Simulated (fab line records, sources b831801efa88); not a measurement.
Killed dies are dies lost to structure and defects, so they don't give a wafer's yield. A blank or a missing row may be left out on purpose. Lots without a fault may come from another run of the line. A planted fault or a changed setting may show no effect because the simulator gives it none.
Which tool did it? | flow sky130 | 14 lots, 42 wafers sampled, at 4 steps of a route of 708

WHAT THE GAUGES READ, wafer by wafer
SKY_FIELD_ISO_CD_MEAS_13: target cd 150 nm.
lot  | measured    | on        | cd_nm (nm)
L341 | day 2 11:02 | cd_sem-01 | 148.9 149.1 148.9
L343 | day 2 20:58 | cd_sem-02 | 149.9 148.0 149.4
L345 | day 3 06:35 | cd_sem-01 | 151.1 149.5 149.7
L346 | day 3 12:54 | cd_sem-02 | 147.3 148.9 148.7
L347 | day 3 20:40 | cd_sem-02 | 151.1 148.9 148.9
L349 | day 4 03:58 | cd_sem-01 | 149.0 149.4 148.0
L351 | day 4 14:42 | cd_sem-01 | 149.2 148.4 150.0
L355 | day 5 11:22 | cd_sem-02 | 149.6 149.0 148.8
L356 | day 5 16:43 | cd_sem-02 | 148.6 150.8 150.9
L357 | day 5 22:24 | cd_sem-02 | 148.7 150.1 150.0
L359 | day 6 08:13 | cd_sem-01 | 147.2 147.5 149.6
L361 | day 6 16:41 | cd_sem-02 | 151.7 151.7 151.1
L362 | day 7 00:19 | cd_sem-01 | 146.4 148.5 147.6
L363 | day 7 05:42 | cd_sem-01 | 151.6 150.9 151.6

SKY_NWELL_OVL_MEAS_10.
lot  | measured     | on         | NWELL_00_OVL (nm)
L341 | day 4 21:10  | overlay-01 | -0.2 -3.8 -0.7
L343 | day 5 11:49  | overlay-02 | 2.2 0.8 1.2
L345 | day 5 21:04  | overlay-02 | 1.8 0.9 2.2
L349 | day 6 18:37  | overlay-01 | 0.3 0.4 -1.3
L351 | day 7 03:23  | overlay-02 | 0.4 -1.3 -0.5
L355 | day 8 16:18  | overlay-01 | -1.8 -0.5 -1.5
L356 | day 8 20:49  | overlay-01 | 2.2 1.3 2.1
L357 | day 8 19:32  | overlay-02 | 2.1 1.0 -0.2
L359 | day 9 05:56  | overlay-02 | -1.1 -0.4 -0.2
L361 | day 9 12:49  | overlay-02 | 2.1 0.9 2.6
L362 | day 9 19:59  | overlay-02 | 1.7 -0.7 0.6
L363 | day 10 03:55 | overlay-01 | 0.6 -1.4 0.6

SKY_NWELL_TW_MEAS_26.
lot  | measured     | on            | NWELL_2_TW
L341 | day 5 14:43  | film_metro-02 | 495 493 497
L343 | day 6 05:37  | film_metro-02 | 492 490 492
L345 | day 6 15:31  | film_metro-03 | 498 496 498
L349 | day 7 15:02  | film_metro-02 | 492 492 492
L351 | day 8 00:15  | film_metro-02 | 492 490 488
L355 | day 9 14:35  | film_metro-03 | 495 495 496
L356 | day 9 18:37  | film_metro-02 | 491 492 492
L357 | day 9 17:01  | film_metro-01 | 504 502 504
L359 | day 10 04:51 | film_metro-03 | 496 499 501
L361 | day 10 11:31 | film_metro-02 | 492 493 495
L362 | day 10 19:07 | film_metro-01 | 499 498 499
L363 | day 11 03:46 | film_metro-01 | 498 496 500

WHICH TOOL RAN EACH LOT (tool, then ch and the chambers of the sampled wafers, then the start)
lot  | SKY_FIELD_ISO_WET_ETCH_18
L341 | wet_bench-03 ch 1, day 2 11:25
L343 | wet_bench-02 ch 0, day 2 21:21
L345 | wet_bench-02 ch 2, day 3 06:58
L346 | wet_bench-02 ch 3, day 3 13:15
L347 | wet_bench-03 ch 0, day 3 21:03
L349 | wet_bench-03 ch 2, day 4 04:19
L351 | wet_bench-03 ch 2, day 4 15:03
L355 | wet_bench-03 ch 0, day 5 11:42
L356 | wet_bench-04 ch 0, day 5 17:06
L357 | wet_bench-03 ch 2, day 5 22:45
L359 | wet_bench-03 ch 1, day 6 08:36
L361 | wet_bench-03 ch 2, day 6 17:03
L362 | wet_bench-03 ch 3, day 7 00:40
L363 | wet_bench-02 ch 2, day 7 06:04
- SKY_FIELD_ISO_WET_ETCH_18: etches Si3N4 in H3PO4, target depth 25 nm, time 286 s.

WHAT THE TOOLS THEMSELVES READ (means of the sampled wafers that have a number; where no wafer has one, the mark that the record gives instead)
SKY_FIELD_ISO_WET_ETCH_18.
lot  | tool         | bath_guard_temp_C (C) | bath_heat_duty_pct (%)
L341 | wet_bench-03 | 160.2                 | 24.3
L343 | wet_bench-02 | 159.0                 | 31.1
L345 | wet_bench-02 | 159.6                 | 24.3
L346 | wet_bench-02 | -                     | -
L347 | wet_bench-03 | -                     | -
L349 | wet_bench-03 | 160.2                 | 27.5
L351 | wet_bench-03 | 160.1                 | 27.7
L355 | wet_bench-03 | 159.6                 | 25.8
L356 | wet_bench-04 | 160.0                 | 30.1
L357 | wet_bench-03 | 160.2                 | 28.5
L359 | wet_bench-03 | 160.5                 | 24.1
L361 | wet_bench-03 | 160.1                 | 26.8
L362 | wet_bench-03 | 160.3                 | 26.5
L363 | wet_bench-02 | 160.0                 | 23.8

THE ANSWER, worked out from the rows above alone
Rule: what is usual is taken from the lots themselves. Put in order of their means at a reading, lots are off if they are a third of the lots or fewer, leave a main group of 4 or more, and stand apart from it by a gap of 3 or more times the standard deviation of the main group's means; of several such gaps the widest counts. A main group whose means are all the same, to the digits that the tables above print for the reading, isn't used. A lot without any number at a reading at which 4 lots or more have one is off too. The other lots that the step has rows for count as sound. The gauges are gone through in route order, then the tools' own readings, and for those a lot's mean is taken as printed above. The first step at which some lot is off is used, and at that step the reading that is off furthest; a lot without a number counts as furthest.
Off: L346, L347, at SKY_FIELD_ISO_WET_ETCH_18 (bath_guard_temp_C). Without a number there: L346, L347. The main group: mean 160.0 C, standard deviation 0.39.
A tool fits if, at that step or a process step before it, it ran every lot that is off, and no sound lot after the first of them. None of those tried fits.

WHAT THE SIMULATOR HAD PUT IN
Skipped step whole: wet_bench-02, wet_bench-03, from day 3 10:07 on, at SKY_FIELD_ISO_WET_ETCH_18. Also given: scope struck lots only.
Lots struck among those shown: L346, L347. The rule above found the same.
